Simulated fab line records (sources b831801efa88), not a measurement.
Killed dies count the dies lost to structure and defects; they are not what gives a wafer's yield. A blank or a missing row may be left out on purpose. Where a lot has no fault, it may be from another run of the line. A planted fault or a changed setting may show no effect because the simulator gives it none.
Problem report, 8D (eight disciplines) form, completed by code + flow sfq line + the parts of the form that need people (team, actions taken, sign-off) are left out

1. PROBLEM STATEMENT
M4_NB_RS at SFQ_M4_RS_MEAS_924 reads a mean of 1.091 ohm/sq on 1 wafer of 1 lot; wafers without a fault read 0.895 ohm/sq with a standard deviation of 0.01. Measured from the usual mean, that is +20 standard deviations.
The step: measures by four-point-probe.
Seen first at day 46 22:08 on film metro-03, wafer L837.2. Wafers with a number at this step in the record: 39, from 13 lots. By rule, "out" or "out of limits" means more than 4 standard deviations away from the usual mean. The other wafers with a number count as sound.

2. WHAT IT IS, AND WHAT IT ISN'T
| question                    | is                | is not                                                                                                         |
|-----------------------------|-------------------|----------------------------------------------------------------------------------------------------------------|
| which readings at this step | M4_NB_RS          | -                                                                                                              |
| which lots                  | L837              | L829, L832, L833, L834, L839, L845, L846, L847, L849, L850, L851, L852                                         |
| which wafers of those lots  | L837.2            | L837.5, L837.6                                                                                                 |
| read on which gauges        | film metro-03     | film metro-01, film metro-02                                                                                   |
| when                        | from day 46 22:08 | up to then (14 sound wafers); but 24 sound wafers of L839, L845, L846, L847, L849, L850, L851, L852 came after |

3. SUSPECTS, AND WHAT RULES EACH OUT
Counting: any tool at a process step up to the reading remains a suspect provided it ran every lot that is out. Sound lots after the first of them don't rule it out here, since some wafers of a struck lot are sound.
- the gauge at SFQ_M4_RS_MEAS_924 has been ruled out. All the wafers that are out were read on film metro-03, but those of them that SFQ_TRILAYER_M4_ETCH_METAL_ETCH_096 has rows for are out there too, on other tools.
- pvd sputter-03 at SFQ_TRILAYER_M4_DEP_SPUTTER_091 (material Nb, target thk 200 nm, time 133.3 s): kept. It ran the lot that is out, L837 (day 46 22:02); its last sound lot up to then is L834 (day 45 13:34).
Remaining after the count: pvd sputter-03 at SFQ_TRILAYER_M4_DEP_SPUTTER_091.

4. THE CAUSE (what the simulator had put in)
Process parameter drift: pvd sputter-03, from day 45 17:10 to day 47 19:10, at SFQ_TRILAYER_M4_DEP_SPUTTER_091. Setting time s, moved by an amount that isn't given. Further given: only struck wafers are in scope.
The count eliminated every tool but this one.

5. SEQUENCE OF EFFECTS, ordered by route
Each row: a reading whose mean over the struck wafers that have a number lies more than 3 standard deviations from the usual. Only readings whose record carries a usual standard deviation are examined. hours: median over the lots of the time between each lot's start at the first step of this table that gives one and its start at this step. sigmas: the change, counted in usual standard deviations.
| hours | step                                | reading        | usual        | on struck wafers | change | sigmas |
|-------|-------------------------------------|----------------|--------------|------------------|--------|--------|
| 0     | SFQ_M4_RS_MEAS_924                  | M4_NB_RS       | 0.895 ohm/sq | 1.091            | +0.196 | +20    |
| 137   | SFQ_TRILAYER_M4_ETCH_METAL_ETCH_096 | oes product au | 0.891 a.u.   | 0.802            | -0.089 | -13    |
It contains these process steps:
- SFQ_TRILAYER_M4_ETCH_METAL_ETCH_096: etches Nb in Cl2/Ar, stops on SiO2, target depth 240 nm, time 120 s.

6. WHAT WOULD HAVE CAUGHT IT SOONER
Counted from the fault's start at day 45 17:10, it took 29 hours until the first out-of-limits reading at a measuring or inspecting step in this record, taken at day 46 22:08.
Tool readings at SFQ_TRILAYER_M4_DEP_SPUTTER_091 with a usual standard deviation given in the record: none out on any struck wafer, hence no alarm at a limit of 4 standard deviations on them.
All the lots that are out (1) had begun SFQ_TRILAYER_M4_DEP_SPUTTER_091 on pvd sputter-03 by day 46 22:08. Holding the tool at that point would not have protected any of them.
